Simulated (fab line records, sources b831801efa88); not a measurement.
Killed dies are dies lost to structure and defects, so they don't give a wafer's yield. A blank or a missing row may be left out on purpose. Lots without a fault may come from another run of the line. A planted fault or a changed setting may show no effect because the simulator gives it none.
fab line records | flow gf180mcu | part 2 of 2: steps 30 to 39 of 39
record lots=5 wafers=15 last_day=34
route steps=602 shown SAB@271 SALICIDE@278 CONTACT@287
lots that met no fault: from a run of the same line without faults
start_h: hours from the record's first day to the start of the lot's first wafer shown | wait_h: hours since the lot's step before | " the same as in the row above | L1.1+2: a row that stands for several wafers | - no value, or no start given | * or withheld: withheld | < > ~ a bound
route shown NAME@n: a module of which the file shows steps, and the number in the route of the first | usual: mean/standard deviation of fault-free wafers | same: alike in all rows | chamber/n: place in a boat | sites: the reading at each site | _std_site: their standard deviation | _edge_site: outer sites' mean less inner sites' | radius_mm: how far each site lies from the wafer's centre | mask NAME#n: copy n | behind: the tool/chamber that last shaped the wafer | hold: why the lot was held/for how many hours/how that ended | device: the transistor (n, p or np) that didn't switch | end of line: the same wafers' tests at the end of the route | a step without rows: its recipe alone | killed: dies lost to structure and defects at the first sort, not the wafer's yield | map: a wafer's dies, x killed, . not, _ none there
set.NAME: the setting as run; set.NAME@STEP: as run at that earlier step | model.NAME: the simulator's own value behind a step, which no gauge read
lots at some steps of the route; a table a step, a row a wafer
services: from which hour (start_h, from the record's first day; less than 0 if before it) a tool's chamber was out of use, for how many hours, and why
## steps
# step GF_CONTACT_DEVELOP_13
# recipe develop_time_s=60 resist=KrF dev_temp_c=21
# columns lot.wafer tool chamber start_h wait_h
L079.1+3+5 litho_track-04 0 406.44 0.2
L081.2+3+4 litho_track-02 0 424.55 0.2
L088.1+2+4 litho_track-01 0 487.56 0.2
L089.3+5+6 litho_track-01 0 492.46 0.1
L096.1+2+4 litho_track-02 0 553.42 0.2
# step GF_CONTACT_CD_MEAS_14
# recipe target_cd_nm=220
# usual cd_nm=220.2/1.7
# columns lot.wafer tool chamber start_h wait_h cd_nm
L079.1 cd_sem-01 - 406.59 0.1 219.0
L079.3 " - " " 219.0
L079.5 " - " " 217.9
L081.2 cd_sem-01 - 424.70 0.1 218.6
L081.3 " - " " 218.9
L081.4 " - " " 218.2
L088.1 cd_sem-02 - 487.71 0.1 218.6
L088.2 " - " " 218.8
L088.4 " - " " 218.1
L089.3 cd_sem-01 - 492.60 0.1 220.7
L089.5 " - " " 221.9
L089.6 " - " " 221.1
L096.1 cd_sem-01 - 553.57 0.1 219.9
L096.2 " - " " 218.9
L096.4 " - " " 221.1
# step GF_CONTACT_OVL_MEAS_15
# usual CONTACT_OVL=4/6
# columns lot.wafer tool chamber start_h wait_h CONTACT_OVL[nm]
L079.1 overlay-02 - 406.71 0.1 -6
L079.3 " - " " -4
L079.5 " - " " -4
L081.2 overlay-01 - 424.80 0.1 15
L081.3 " - " " 12
L081.4 " - " " 9
L088.1 overlay-01 - 487.83 0.1 -4
L088.2 " - " " 1
L088.4 " - " " -5
L089.3 overlay-02 - 492.69 0.1 3
L089.5 " - " " 1
L089.6 " - " " 6
L096.1 overlay-01 - 553.69 0.1 10
L096.2 " - " " 3
L096.4 " - " " -1
# step GF_CONTACT_ETCH_16
# recipe chemistry=N2/H2 target_depth_a=withheld overetch_a=withheld time_s=withheld target=BARC ion_energy_ev=200 source_w=500 bias_w=100 pressure_mtorr=30 n2_flow_sccm=100 h2_flow_sccm=200
# usual drypump_motor_current_A=5.7/0.33 oes_product_au=0.854/0.0044 throttle_valve_pct=13.224/0.01
# columns lot.wafer tool chamber start_h wait_h drypump_motor_current_A oes_product_au throttle_valve_pct
L079.1 rie_diel-03 0 406.75 0.0 6.2 0.855 13.214
L079.3 " 2 " " 5.3 0.858 13.211
L079.5 " 2 " " 5.3 0.849 13.217
L081.2 rie_diel-02 2 424.83 0.0 5.9 0.853 13.218
L081.3 " 1 " " 5.8 0.860 13.223
L081.4 " 2 " " 5.8 0.856 13.207
L088.1 rie_diel-03 2 487.86 0.0 5.3 0.860 13.243
L088.2 " 0 " " 6.3 0.857 13.223
L088.4 " 1 " " 5.9 0.858 13.227
L089.3 rie_diel-02 0 492.71 0.0 5.9 0.853 13.208
L089.5 " 2 " " 5.9 0.856 13.208
L089.6 " 1 " " 5.8 0.849 13.221
L096.1 rie_diel-02 0 553.73 0.0 5.9 0.855 13.227
L096.2 " 1 " " 5.8 0.842 13.219
L096.4 " 3 " " 5.8 0.855 13.219
# step GF_CONTACT_ETCH_17
# recipe chemistry=C4F8/O2/Ar mask_material=KrF target=SiO2 stop_on=CoSi2 source_w=1500 bias_w=1200 pressure_mtorr=40 c4f8_flow_sccm=withheld O2_flow_sccm=6 Ar_flow_sccm=300 time_s=withheld target_depth_a=8600
# usual oes_product_au=0.816/0.0051
# columns lot.wafer tool chamber start_h wait_h oes_product_au
L079.1 rie_diel-03 0 - - 0.821
L079.3 " 2 " " 0.816
L079.5 " 2 " " 0.813
L081.2 rie_diel-02 2 - - 0.822
L081.3 " 1 " " 0.808
L081.4 " 2 " " 0.810
L088.1 rie_diel-03 2 - - 0.812
L088.2 " 0 " " 0.826
L088.4 " 1 " " 0.821
L089.3 rie_diel-02 0 - - 0.814
L089.5 " 2 " " 0.806
L089.6 " 1 " " 0.810
L096.1 rie_diel-02 1 - - 0.816
L096.2 " 2 " " 0.818
L096.4 " 1 " " 0.813
# step GF_CONTACT_STRIP_18
# recipe chemistry=O2/N2 power_w=1400 pressure_mtorr=1500 platen_temp_c=250 o2_flow_sccm=3000 n2_flow_sccm=300 overash_fraction=0.5
# usual drypump_motor_current_A=5.8/0.47 heater_power_w=333/31 oes_product_au=0.581/0.0051
# same overash_fraction=0.5
# columns lot.wafer tool chamber start_h wait_h drypump_motor_current_A heater_power_w oes_product_au rf_hours_counter_h
L079.1 plasma_asher-01 0 406.91 - 5.1 281 0.583 75
L079.3 " 0 " " 5.1 282 0.585 -
L079.5 " 0 " " 5.1 282 0.580 -
L081.2 plasma_asher-01 1 425.00 - 6.4 372 0.583 77
L081.3 " 0 " " 5.1 279 0.573 -
L081.4 " 1 " " 6.4 371 0.582 -
L088.1 plasma_asher-02 0 488.02 - 6.1 341 0.583 6
L088.2 " 1 " " 5.9 314 0.578 6
L088.4 " 0 " " 6.1 337 0.577 -
L089.3 plasma_asher-02 1 492.91 - 5.9 311 0.577 -
L089.5 " 0 " " 6.0 335 0.586 -
L089.6 " 1 " " 5.9 312 0.575 -
L096.1 plasma_asher-01 1 553.89 - 6.4 373 0.580 89
L096.2 " 0 " " 5.1 278 0.577 89
L096.4 " 0 " " 5.1 288 0.584 -
# step GF_CONTACT_CLEAN_19
# recipe chemistry=SPM
# columns lot.wafer tool chamber start_h wait_h
L079.1+3+5 wet_bench-02 3 407.01 0.1
L081.2+3+4 wet_bench-04 1 425.10 0.1
L088.1+2+4 wet_bench-02 3 488.12 0.1
L089.3+5+6 wet_bench-04 3 492.97 0.0
L096.1+2+4 wet_bench-03 3 553.99 0.1
# step GF_CONTACT_CLEAN_20
# recipe chemistry=DIW
# columns lot.wafer tool chamber start_h wait_h
L079.1+3+5 wet_bench-04 3 407.10 0.0
L081.2+3+4 wet_bench-02 1 425.20 0.0
L088.1+2+4 wet_bench-02 2 488.22 0.0
L089.3+5+6 wet_bench-03 3 493.07 0.0
L096.1+2+4 wet_bench-02 3 554.09 0.0
# step GF_CONTACT_CLEAN_21
# recipe chemistry=dHF time_s=20 dilution=100:1 dry=ipa_marangoni
# columns lot.wafer tool chamber start_h wait_h
L079.1+3+5 wet_bench-03 0 407.20 0.0
L081.2+3+4 wet_bench-03 3 425.29 0.0
L088.1+2+4 wet_bench-02 0 488.43 0.1
L089.3+5+6 wet_bench-04 0 493.27 0.0
L096.1+2+4 wet_bench-04 2 554.18 0.0
# step GF_CONTACT_SPUTTER_22
# recipe material=Ti target_thk_nm=15 chamber_pressure_pa=5 power_w=2500 substrate_temp_c=200 time_s=80.02
# usual chamber_pressure_pa=5.001/0.0097 throttle_valve_pct=29.8/0.98
# columns lot.wafer tool chamber start_h wait_h chamber_pressure_pa throttle_valve_pct
L079.1 pvd_sputter-03 - 407.22 0.0 4.990 29.6
L079.3 " - " " 4.995 28.4
L079.5 " - " " 5.000 29.8
L081.2 pvd_sputter-04 - 425.30 0.0 4.988 29.6
L081.3 " - " " 5.017 29.6
L081.4 " - " " 4.998 28.9
L088.1 pvd_sputter-04 - 488.44 0.0 5.007 29.9
L088.2 " - " " 4.997 29.6
L088.4 " - " " 4.995 29.1
L089.3 pvd_sputter-04 - 493.28 0.0 5.009 29.0
L089.5 " - " " 5.009 29.7
L089.6 " - " " 5.013 29.1
L096.1 pvd_sputter-02 - 554.19 0.0 4.993 31.5
L096.2 " - " " 4.998 28.4
L096.4 " - " " 5.004 30.3
## services
# columns tool chamber start_h hours kind
plasma_asher-01 - 367.48 12.4 pm
wet_bench-02 - 367.62 4.0 repair
pecvd-03 - 368.88 14.0 pm
rie_diel-02 3 372.70 6.6 repair
krf_scanner-02 - 375.63 0.3 repair
pvd_sputter-02 - 376.27 3.3 repair
rie_diel-04 - 380.50 0.6 repair
cmp-01 - 383.41 6.5 pm
plasma_asher-01 - 385.65 2.8 pm
rie_diel-03 2 385.82 12.9 repair
pvd_sputter-02 - 395.47 3.2 repair
rie_diel-02 - 399.36 2.8 pm
wet_bench-01 - 408.98 85.2 repair
pvd_sputter-02 - 410.25 1.6 repair
rie_diel-02 - 414.72 0.8 repair
cmp-01 - 423.13 13.7 pm
pecvd-03 - 423.41 2.2 repair
rie_diel-04 1 435.77 2.7 repair
krf_scanner-02 - 439.43 1.0 pm
rie_diel-04 - 446.87 0.9 repair
rie_diel-02 3 457.46 14.4 repair
wet_bench-02 - 460.72 1.9 pm
plasma_asher-01 - 488.47 6.6 repair
rie_diel-02 2 540.75 6.8 repair
